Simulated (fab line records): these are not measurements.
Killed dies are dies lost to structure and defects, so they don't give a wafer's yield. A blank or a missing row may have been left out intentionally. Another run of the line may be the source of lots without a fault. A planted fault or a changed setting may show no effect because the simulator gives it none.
fab line records ; flow sky130
record: lots: 6; wafers: 18; lastDay: 50
route steps=708 shown LDD_HVP@280 LDD_LDN@289 PAD_OPEN@708
lots that met no fault: taken from a fault-free run of the same line
startH: the number of hours between the record's first day and the start of the first shown wafer of the lot ; waitH: how many hours have passed since the lot's step before this one ; " unchanged from the row above ; L1.1+2: a row that stands for several wafers ; - no value, or no start given ; * or withheld: withheld ; < > ~ a bound
route shown NAME@n: NAME is a module with steps in the file, n the number in the route of the first one ; usual: mean/standard deviation of fault-free wafers ; same: alike in all rows ; chamber/n: place in a boat ; sites: readings site by site ; _std_site: the values' standard deviation ; _edge_site: outer sites' mean less inner sites' ; radiusMm: for every site, how far away it sits from the centre of the wafer ; mask NAME#n: copy n ; behind: the most recent tool/chamber to have shaped the wafer ; hold: why the lot was held/for how many hours/how that ended ; device: the n, p or np transistor that did not switch ; end of line: at the end of the route, the tests of the same wafers ; where a step has no rows: the recipe by itself ; killed: the dies lost at the first sort to structure and to defects; this is not the yield of the wafer ; map: shows each die of a wafer: x if killed, . if not, _ if none is there
set.NAME: the setting the step ran with; set.NAME@STEP: the setting that earlier step ran with ; model.NAME: the simulator's own value behind a step, which no gauge read
lots at selected steps of the route; one table per step, one row per wafer
services: a tool's chamber out of use, with start hour (startH, from the record's first day; less than 0 if before it), hours out, and reason
== steps ==
step: SKY_LDD_HVP_COAT_02
recipe: resist: NOVOLAK; spinRpm: 3000; resistThkNm: 300
step: SKY_LDD_HVP_SOFTBAKE_03
recipe: tempC: 90; timeS: 60; resist: NOVOLAK
step: SKY_LDD_HVP_EXPOSE_04
recipe: maskId: HVPTM; na: 0.6; sourceShape: conventional; sigmaOuter: 0.6; polarization: unpolarized; targetCdNm: 700; doseMj: 86
step: SKY_LDD_HVP_PEB_05
recipe: tempC: withheld; timeS: *; resist: NOVOLAK
step: SKY_LDD_HVP_DEVELOP_06
recipe: resist: NOVOLAK; developer: TMAH; developTimeS: 60; devTempC: 23
step: SKY_LDD_HVP_OVL_MEAS_07
usual: LDD_HVP_OVL: 1.0/1.2
lot.wafer;tool;chamber;startH;waitH;LDD_HVP_OVL[nm]
L308.1;overlay-01;-;488.63;0.1;-1.5
L308.4;overlay-01;-;488.63;0.1;0.0
L308.5;overlay-01;-;488.63;0.1;-2.6
L311.1;overlay-01;-;519.53;0.1;-0.1
L311.2;overlay-01;-;519.53;0.1;0.9
L311.5;overlay-01;-;519.53;0.1;2.4
L321.3;overlay-01;-;605.99;0.1;0.8
L321.4;overlay-01;-;605.99;0.1;-0.1
L321.5;overlay-01;-;605.99;0.1;-1.1
L323.1;overlay-01;-;619.73;0.1;0.8
L323.2;overlay-01;-;619.73;0.1;1.2
L323.5;overlay-01;-;619.73;0.1;0.8
L330.1;overlay-02;-;671.98;0.1;-2.2
L330.3;overlay-02;-;671.98;0.1;0.2
L330.6;overlay-02;-;671.98;0.1;1.8
L331.1;overlay-02;-;685.43;0.1;-1.2
L331.5;overlay-02;-;685.43;0.1;0.7
L331.6;overlay-02;-;685.43;0.1;1.9
step: SKY_LDD_HVP_IMPLANT_08
recipe: species: B; energyKev: 20; doseCm2: 1.735e+13; tiltDeg: 17.9
step: SKY_LDD_HVP_STRIP_09
recipe: chemistry: O2/N2; powerW: 1400; pressureMtorr: 1500; platenTempC: withheld; o2FlowSccm: 3000; n2FlowSccm: 300; overashFraction: 0.5
usual: drypumpMotorCurrentA: 5.6/0.66; n2FlowSccm: 300.0/0.95; oesProductAu: 0.409/0.0044; stripTimeToEndpointS: 4.145/0.015
lot.wafer;tool;chamber;startH;waitH;drypumpMotorCurrentA;n2FlowSccm;oesProductAu;rfHoursCounterH;stripTimeToEndpointS
L308.1;plasmaAsher-02;0;488.82;0.1;5.1;300.4;0.411;67;4.142
L308.4;plasmaAsher-02;1;488.82;0.1;5.9;298.3;0.401;-;4.145
L308.5;plasmaAsher-02;0;488.82;0.1;5.1;298.9;0.409;-;4.168
L311.1;plasmaAsher-03;1;519.72;0.1;5.4;299.5;0.409;9;4.140
L311.2;plasmaAsher-03;0;519.72;0.1;5.8;300.1;0.410;9;4.144
L311.5;plasmaAsher-03;0;519.72;0.1;5.8;300.6;0.409;-;4.136
L321.3;plasmaAsher-04;0;606.20;0.1;6.7;300.6;0.403;-;4.158
L321.4;plasmaAsher-04;1;606.20;0.1;4.7;298.1;0.414;-;4.168
L321.5;plasmaAsher-04;1;606.20;0.1;4.7;299.7;0.410;-;4.174
L323.1;plasmaAsher-03;1;619.92;0.1;5.4;300.0;0.413;19;4.136
L323.2;plasmaAsher-03;0;619.92;0.1;5.8;298.5;0.408;19;4.121
L323.5;plasmaAsher-03;0;619.92;0.1;5.8;300.2;0.415;-;4.126
L330.1;plasmaAsher-04;0;672.17;0.1;6.7;300.2;0.414;97;4.152
L330.3;plasmaAsher-04;1;672.17;0.1;4.7;299.7;0.411;-;4.154
L330.6;plasmaAsher-04;1;672.17;0.1;4.7;300.3;0.404;-;4.138
L331.1;plasmaAsher-04;0;685.62;0.1;6.7;300.1;0.403;98;4.131
L331.5;plasmaAsher-04;0;685.62;0.1;6.7;300.8;0.413;-;4.149
L331.6;plasmaAsher-04;1;685.62;0.1;4.6;299.2;0.413;-;4.149
step: SKY_LDD_HVP_TW_MEAS_10
usual: LDD_HVP_TW: 459/5.2
lot.wafer;tool;chamber;startH;waitH;LDD_HVP_TW
L308.1;filmMetro-04;-;488.92;0.1;454
L308.4;filmMetro-04;-;488.92;0.1;454
L308.5;filmMetro-04;-;488.92;0.1;454
L311.1;filmMetro-01;-;519.82;0.1;457
L311.2;filmMetro-01;-;519.82;0.1;457
L311.5;filmMetro-01;-;519.82;0.1;456
L321.3;filmMetro-04;-;606.29;0.1;459
L321.4;filmMetro-04;-;606.29;0.1;456
L321.5;filmMetro-04;-;606.29;0.1;458
L323.1;filmMetro-01;-;620.02;0.1;459
L323.2;filmMetro-01;-;620.02;0.1;461
L323.5;filmMetro-01;-;620.02;0.1;460
L330.1;filmMetro-03;-;672.27;0.1;468
L330.3;filmMetro-03;-;672.27;0.1;467
L330.6;filmMetro-03;-;672.27;0.1;469
L331.1;filmMetro-04;-;685.72;0.1;452
L331.5;filmMetro-04;-;685.72;0.1;457
L331.6;filmMetro-04;-;685.72;0.1;455
step: SKY_LDD_LDN_DEHYDRATE_00
recipe: tempC: 200; timeS: 60
step: SKY_LDD_LDN_HMDS_01
recipe: primeTimeS: 60; primeTempC: 120
step: SKY_LDD_LDN_COAT_02
recipe: resist: NOVOLAK; spinRpm: 3000; resistThkNm: 1140
step: SKY_LDD_LDN_SOFTBAKE_03
recipe: tempC: 90; timeS: 60; resist: NOVOLAK
usual: runLengthS: 89.21/0.15
lot.wafer;tool;chamber;startH;waitH;runLengthS
L308.1;lithoTrack-01;0;504.04;0.1;89.26
L308.4;lithoTrack-01;0;504.04;0.1;89.27
L308.5;lithoTrack-01;0;504.04;0.1;89.03
L311.1;lithoTrack-03;0;533.98;0.1;89.26
L311.2;lithoTrack-03;0;533.98;0.1;89.14
L311.5;lithoTrack-03;0;533.98;0.1;89.15
L321.3;lithoTrack-03;0;620.53;0.1;89.22
L321.4;lithoTrack-03;0;620.53;0.1;89.27
L321.5;lithoTrack-03;0;620.53;0.1;89.38
L323.1;lithoTrack-04;0;634.88;0.1;89.36
L323.2;lithoTrack-04;0;634.88;0.1;89.28
L323.5;lithoTrack-04;0;634.88;0.1;89.30
L330.1;lithoTrack-01;0;686.19;0.1;102.26
L330.3;lithoTrack-01;0;686.19;0.1;102.11
L330.6;lithoTrack-01;0;686.19;0.1;102.24
L331.1;lithoTrack-01;0;699.59;0.1;102.02
L331.5;lithoTrack-01;0;699.59;0.1;102.01
L331.6;lithoTrack-01;0;699.59;0.1;102.10
step: SKY_LDD_LDN_EXPOSE_04
recipe: maskId: LDNTM; na: 0.6; sourceShape: conventional; sigmaOuter: 0.6; polarization: unpolarized; targetCdNm: 700; doseMj: 140
step: SKY_PAD_OPEN_PROBE_99
usual: killed_at_M0_to_M3: 44/6.6; killed_at_M4_up: 2.9/1.8; killedAtContacts: 24/4.8; killedAtFrontEnd: 15/4.5; killedAtOther: 0.3/0.64; killedDies: 86/8.7; killedOpen: 47/6.5; killedShort: 39/5.8
same: grossDies: 492; killedAtBackSide: 0
lot.wafer;tool;chamber;startH;waitH;killed_at_M0_to_M3;killed_at_M4_up;killedAtContacts;killedAtFrontEnd;killedAtOther;killedDies;killedOpen;killedShort
L308.1;prober-01;-;1071.98;0.1;40;3;32;11;0;86;51;35
L308.4;prober-01;-;1072.13;0.2;39;2;23;29;0;93;49;44
L308.5;prober-01;-;1072.18;0.2;41;5;15;18;0;79;37;42
L311.1;prober-02;-;1091.66;0.1;37;1;27;18;0;83;49;34
L311.2;prober-02;-;1091.71;0.1;46;3;33;13;0;95;56;39
L311.5;prober-02;-;1091.86;0.2;46;3;24;18;0;91;46;44
L323.1;prober-02;-;1159.57;0.1;46;2;25;11;1;85;41;43
L323.2;prober-02;-;1159.62;0.1;41;1;20;25;0;87;45;42
L323.5;prober-02;-;1159.77;0.2;48;5;19;12;0;84;45;39
L331.1;prober-02;-;1195.61;0.1;44;2;25;13;0;84;46;38
L331.5;prober-02;-;1195.81;0.2;52;2;28;17;0;99;59;40
L331.6;prober-02;-;1195.86;0.2;47;2;23;4;0;76;34;41
killed by level:class
L308.1 CONTACT:geometricParticle:open=14 VIA1:geometricParticle:open=10 LI_CONTACT:geometricParticle:open=8 VIA3:geometricParticle:open=7 METAL1:geometricParticle:short=7 CONTACT:geometricParticle:short=4 VIA2:geometricParticle:open=4 VIA3:geometricParticle:short=4
L308.4 CONTACT:geometricParticle:open=10 VIA1:geometricParticle:open=9 FIELD_ISO:geometricParticle:open=7 LI_CONTACT:geometricParticle:open=7 FIELD_ISO:geometricParticle:short=5 LOCAL_INTERCONNECT:geometricParticle:short=5 VIA2:geometricParticle:open=5 VIA1:geometricParticle:short=5
L308.5 VIA3:geometricParticle:open=10 CONTACT:geometricParticle:short=6 VIA1:geometricParticle:open=6 VIA2:geometricParticle:open=6 FIELD_ISO:geometricParticle:short=5 METAL2:geometricParticle:short=5 CONTACT:geometricParticle:open=4 VIA1:geometricParticle:short=4
L311.1 VIA1:geometricParticle:open=10 CONTACT:geometricParticle:open=8 LI_CONTACT:geometricParticle:open=7 POLY_GATE:geometricParticle:open=5 LOCAL_INTERCONNECT:geometricParticle:short=5 METAL1:geometricParticle:short=5 VIA1:geometricParticle:short=5 FIELD_ISO:geometricParticle:open=4
L311.2 VIA1:geometricParticle:open=11 CONTACT:geometricParticle:open=9 VIA3:geometricParticle:open=9 LOCAL_INTERCONNECT:geometricParticle:short=8 LI_CONTACT:geometricParticle:open=8 VIA2:geometricParticle:open=6 CONTACT:geometricParticle:short=6 FIELD_ISO:geometricParticle:open=4
L311.5 VIA3:geometricParticle:open=11 FIELD_ISO:geometricParticle:short=8 VIA1:geometricParticle:open=7 FIELD_ISO:geometricParticle:open=6 CONTACT:geometricParticle:open=6 LI_CONTACT:geometricParticle:open=5 VIA2:geometricParticle:open=5 VIA3:geometricParticle:short=5
L323.1 LI_CONTACT:geometricParticle:open=10 METAL2:geometricParticle:short=8 VIA3:geometricParticle:open=8 CONTACT:geometricParticle:open=7 VIA3:geometricParticle:short=7 VIA1:geometricParticle:short=5 VIA1:geometricParticle:open=5 VIA2:geometricParticle:open=5
L323.2 VIA3:geometricParticle:open=9 FIELD_ISO:geometricParticle:short=7 VIA2:geometricParticle:open=7 LI_CONTACT:geometricParticle:open=6 LOCAL_INTERCONNECT:geometricParticle:short=6 METAL1:geometricParticle:short=6 VIA1:geometricParticle:open=6 FIELD_ISO:geometricParticle:open=5
L323.5 VIA1:geometricParticle:open=10 LI_CONTACT:geometricParticle:open=7 METAL1:geometricParticle:short=7 POLY_GATE:geometricParticle:open=6 VIA2:geometricParticle:open=6 VIA3:geometricParticle:short=6 METAL2:geometricParticle:short=6 CONTACT:geometricParticle:open=5
L331.1 VIA1:geometricParticle:open=13 CONTACT:geometricParticle:short=10 CONTACT:geometricParticle:open=8 VIA3:geometricParticle:open=6 FIELD_ISO:geometricParticle:short=5 METAL2:geometricParticle:short=5 LI_CONTACT:geometricParticle:open=5 VIA1:geometricParticle:short=5
L331.5 VIA3:geometricParticle:open=12 CONTACT:geometricParticle:open=10 VIA1:geometricParticle:open=7 LI_CONTACT:geometricParticle:short=6 METAL1:geometricParticle:short=6 FIELD_ISO:geometricParticle:open=5 VIA2:geometricParticle:open=5 LI_CONTACT:geometricParticle:open=5
L331.6 VIA3:geometricParticle:open=8 VIA1:geometricParticle:short=8 VIA2:geometricParticle:open=7 CONTACT:geometricParticle:open=7 CONTACT:geometricParticle:short=7 METAL1:geometricParticle:short=6 METAL2:geometricParticle:short=5 VIA2:geometricParticle:short=5
== services ==
tool;chamber;startH;hours;kind
plasmaAsher-02;-;494.49;1.0;repair
plasmaAsher-03;-;511.79;0.8;repair
plasmaAsher-03;-;536.27;0.7;repair
plasmaAsher-03;-;545.70;4.1;repair
plasmaAsher-03;-;553.89;0.9;repair
plasmaAsher-02;-;605.98;1.0;repair
== key ==
firstSign: step: SKY_LDD_LDN_SOFTBAKE_03; reading: runLengthS; direction: up; sigmas: 86; usual: *; struck: *
effect none on later readings
metAt SKY_LDD_LDN_SOFTBAKE_03
struckWafers L330.1,L330.3,L330.6,L331.1,L331.5,L331.6
testerLeftOut L330,L331
onsetBetween 504.04 686.19
fault: kind: processParameterDrift; tool: lithoTrack-01; chamber: -; onsetH: 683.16; steps: SKY_LDD_LDN_SOFTBAKE_03; channel: timeS; offset: *; shape: step; endH: 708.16; actsIn: *; stated: *
testerLeftOut: of these lots the tester's yield and bins aren't shown, on N5 and GAA mostly nor the transistor test; their killed dies are dies lost to structure and defects alone, not to doping, threshold or leakage, so they don't give the yield
